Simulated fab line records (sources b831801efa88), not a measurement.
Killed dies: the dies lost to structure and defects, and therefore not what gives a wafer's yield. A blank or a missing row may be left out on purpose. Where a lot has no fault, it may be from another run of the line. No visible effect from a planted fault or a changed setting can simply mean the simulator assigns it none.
Which tool is to blame? | flow gf180mcu | 14 lots with 40 wafers sampled at 4 steps, on a route of 602 steps

## WHAT THE GAUGES READ, wafer by wafer
GF_VT_IMPLANT_TW_MEAS_10. Usual: for VT_IMPLANT_TW the level is 563 and the standard deviation is 4.
lot  | measured     | on            | VT_IMPLANT_TW | flag
L151 | day 5 14:47  | film metro-02 | 567 567 567   |
L152 | day 5 20:46  | film metro-03 | 559 557 560   |
L153 | day 6 02:17  | film metro-01 | 563 564 562   |
L154 | day 6 13:53  | film metro-02 | 566 571 568   |
L155 | day 6 16:54  | film metro-01 | 563 563 565   |
L156 | day 7 01:48  | film metro-03 | 561 561 560   |
L163 | day 9 00:33  | film metro-03 | 562 30        | OFF
L166 | day 9 14:25  | film metro-03 | 30 558        | OFF
L167 | day 9 20:26  | film metro-01 | 565 565 563   |
L168 | day 9 22:52  | film metro-02 | 565 569 571   |
L171 | day 10 20:46 | film metro-01 | 563 565 565   |
L172 | day 11 05:33 | film metro-02 | 565 566 564   |
L173 | day 11 07:29 | film metro-03 | 559 558 557   |
L174 | day 11 12:54 | film metro-03 | 559 560 558   |

GF_V5_RS_MEAS_24: measures by four-point-probe. Usual: for V5_W_RS the level is 0.325 ohm/sq and the standard deviation is 0.0083.
lot  | measured     | on            | V5_W_RS (ohm/sq)  | flag
L151 | day 27 02:47 | film metro-02 | 0.321 0.325 0.329 |
L152 | day 27 09:37 | film metro-04 | 0.334 0.316 0.339 |
L153 | day 27 21:45 | film metro-04 | 0.329 0.331 0.313 |
L154 | day 28 10:39 | film metro-02 | 0.330 0.327 0.330 |
L155 | day 28 17:10 | film metro-03 | 0.330 0.309 0.334 |
L156 | day 28 23:26 | film metro-04 | 0.312 0.312 0.334 |
L163 | day 31 05:33 | film metro-03 | 0.338             |
L166 | day 31 17:47 | film metro-04 | 0.329             |
L167 | day 32 02:11 | film metro-04 | 0.325 0.326 0.323 |
L168 | day 32 03:24 | film metro-02 | 0.338 0.334 0.333 |
L171 | day 33 01:27 | film metro-04 | 0.312 0.312 0.332 |
L172 | day 33 10:44 | film metro-02 | 0.326 0.324 0.322 |
L173 | day 33 09:56 | film metro-04 | 0.330 0.327 0.332 |
L174 | day 33 11:45 | film metro-03 | 0.314 0.331 0.325 |

## TOOL THAT RAN EACH LOT (tool first, then ch and the chambers of the sampled wafers, then the start)
lot  | GF_VT_IMPLANT_DEVELOP_06          | GF_V3_STRIP_18
L151 | litho track-03 ch 0, day 5 14:23  | plasma asher-04 ch 0,1, day 22 07:43
L152 | litho track-01 ch 0, day 5 20:22  | plasma asher-02 ch 0,1, day 22 13:49
L153 | litho track-02 ch 0, day 6 01:52  | plasma asher-04 ch 0,1, day 23 03:35
L154 | litho track-02 ch 0, day 6 13:28  | plasma asher-04 ch 0,1, day 23 18:32
L155 | litho track-01 ch 0, day 6 16:28  | plasma asher-01 ch 0,1, day 24 01:50
L156 | litho track-01 ch 0, day 7 01:22  | plasma asher-04 ch 1, day 24 09:14
L163 | litho track-01 ch 0, day 9 00:07  | plasma asher-01 ch 0, day 26 22:20
L166 | litho track-01 ch 0, day 9 14:01  | plasma asher-04 ch 0, day 27 13:01
L167 | litho track-02 ch 0, day 9 20:01  | plasma asher-01 ch 0,1, day 27 22:46
L168 | litho track-03 ch 0, day 9 22:26  | plasma asher-02 ch 0,1, day 27 23:07
L171 | litho track-03 ch 0, day 10 20:20 | plasma asher-02 ch 0,1, day 29 01:25
L172 | litho track-02 ch 0, day 11 05:08 | plasma asher-01 ch 0, day 29 08:17
L173 | litho track-03 ch 0, day 11 07:05 | plasma asher-02 ch 0,1, day 29 11:17
L174 | litho track-02 ch 0, day 11 12:29 | plasma asher-01 ch 0,1, day 29 15:08
- GF_VT_IMPLANT_DEVELOP_06: develop time 60 s.
- GF_V3_STRIP_18: strips in O2/N2.

## WHAT THE TOOLS THEMSELVES READ (means of the sampled wafers that have a number; where no wafer has one, the mark that the record gives instead)
GF_VT_IMPLANT_DEVELOP_06. Usual: developer temp C at 22.98 C, with a standard deviation of 0.11.
lot  | tool           | developer temp C (C) | flag
L151 | litho track-03 | 23.03                |
L152 | litho track-01 | 23.03                |
L153 | litho track-02 | 23.00                |
L154 | litho track-02 | 23.05                |
L155 | litho track-01 | 23.03                |
L156 | litho track-01 | 22.88                |
L163 | litho track-01 | 23.00                |
L166 | litho track-01 | 23.04                |
L167 | litho track-02 | 22.97                |
L168 | litho track-03 | 22.84                |
L171 | litho track-03 | 23.05                |
L172 | litho track-02 | 22.96                |
L173 | litho track-03 | 22.97                |
L174 | litho track-02 | 23.10                |

GF_V3_STRIP_18. Usual: drypump motor current A 5.5 A, standard deviation 0.61; heater power w 330 W, standard deviation 33; oes product au 0.592 a.u., standard deviation 0.0052.
lot  | tool            | drypump motor current A (A) | heater power w (W) | oes product au (a.u.) | flag
L151 | plasma asher-04 | 5.1                         | 318                | 0.587                 |
L152 | plasma asher-02 | 6.2                         | 340                | 0.595                 |
L153 | plasma asher-04 | 5.0                         | 318                | 0.592                 |
L154 | plasma asher-04 | 5.4                         | 309                | 0.592                 |
L155 | plasma asher-01 | 5.5                         | 366                | 0.594                 |
L156 | plasma asher-04 | 5.8                         | 301                | 0.593                 |
L163 | plasma asher-01 | 5.7                         | 396                | 0.584                 |
L166 | plasma asher-04 | 4.7                         | 328                | 0.589                 |
L167 | plasma asher-01 | 5.5                         | 362                | 0.593                 |
L168 | plasma asher-02 | 5.7                         | 346                | 0.593                 |
L171 | plasma asher-02 | 6.2                         | 343                | 0.587                 |
L172 | plasma asher-01 | 5.6                         | 392                | 0.593                 |
L173 | plasma asher-02 | 6.2                         | 340                | 0.593                 |
L174 | plasma asher-01 | 5.5                         | 365                | 0.597                 |

## THE ANSWER, worked out from the rows above alone
Rule: take the mean of a lot's wafers that have a number; if it is more than 3 standard deviations from the usual mean, the lot is off. Also off: a lot with no number at a reading for which 4 or more lots have one. Any other lot the step has rows for is counted as sound. First the gauges in route order, then the tools' own readings, where a lot's mean is used as printed above. The first step at which some lot is off is used, and at that step the reading that is off furthest; a lot without a number counts as furthest.
Off: at GF_VT_IMPLANT_TW_MEAS_10 (VT_IMPLANT_TW), L163, L166.
If a tool, at a process step before that reading, ran all the lots that are off and no sound lot after the first of them, it fits. The gauges at GF_VT_IMPLANT_TW_MEAS_10 are tried like those tools. One fits: GF_VT_IMPLANT_DEVELOP_06 on litho track-01. A fault onset in the window from L156 (day 7 01:22, its last sound lot) to L163 (day 9 00:07, its first lot off) fits.

## WHAT THE SIMULATOR HAD INSERTED
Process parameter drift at GF_VT_IMPLANT_DEVELOP_06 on litho track-01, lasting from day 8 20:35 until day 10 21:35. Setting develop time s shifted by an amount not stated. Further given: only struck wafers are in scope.
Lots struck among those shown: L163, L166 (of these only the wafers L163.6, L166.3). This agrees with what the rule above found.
